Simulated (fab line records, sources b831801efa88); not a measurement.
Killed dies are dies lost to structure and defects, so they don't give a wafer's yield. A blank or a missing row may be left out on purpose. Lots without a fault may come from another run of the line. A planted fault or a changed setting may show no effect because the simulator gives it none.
Chamber matching | flow sky130 | SKY_VIA3_CMP_02 on cmp-02: 3 sister chambers
The step polishes SiO2. 6 wafers are shown with their chamber, then 6 later ones without.

WAFERS WITH THEIR CHAMBER
wafer  | chamber | motor_current_A (A) | platen_rpm (rpm)
L887.1 | 0       | 11.3                | 59.96
L887.5 | 1       | 11.6                | 60.02
L888.5 | 0       | 11.2                | 59.94
L888.6 | 3       | 12.5                | 59.99
L891.3 | 1       | 11.8                | 60.08
L891.5 | 3       | 12.7                | 59.97

WAFERS WITHOUT THEIR CHAMBER
wafer  | motor_current_A (A) | platen_rpm (rpm)
L891.6 | 10.8                | 59.98
L894.1 | 10.5                | 60.04
L894.5 | 11.0                | 59.96
L894.6 | 12.8                | 60.02
L893.3 | 10.3                | 60.00
L893.5 | 12.3                | 60.00

WHICH CHAMBER EACH WENT THROUGH
wafer  | from the rows above | in truth
L891.6 | 0                   | 0
L894.1 | 0                   | 0
L894.5 | 0                   | 0
L894.6 | 3                   | 3
L893.3 | 0                   | 0
L893.5 | 3                   | 3
Placed correctly: 6 of 6. Can't be placed from these rows: 0. Placed wrongly: 0.
How it was worked out, from the rows above alone: a wafer's distance from a chamber is the root of the sum, over the readings, of the square of ((its reading less the chamber's mean) divided by the reading's scatter). The wafer belongs to the nearest chamber; if the next one is less than 2 further off, it can't be placed. A chamber's mean is the mean of its shown wafers. The scatter: the root of (the sum of the squares of (reading less its chamber's mean) over the shown wafers, divided by (wafers less chambers)).
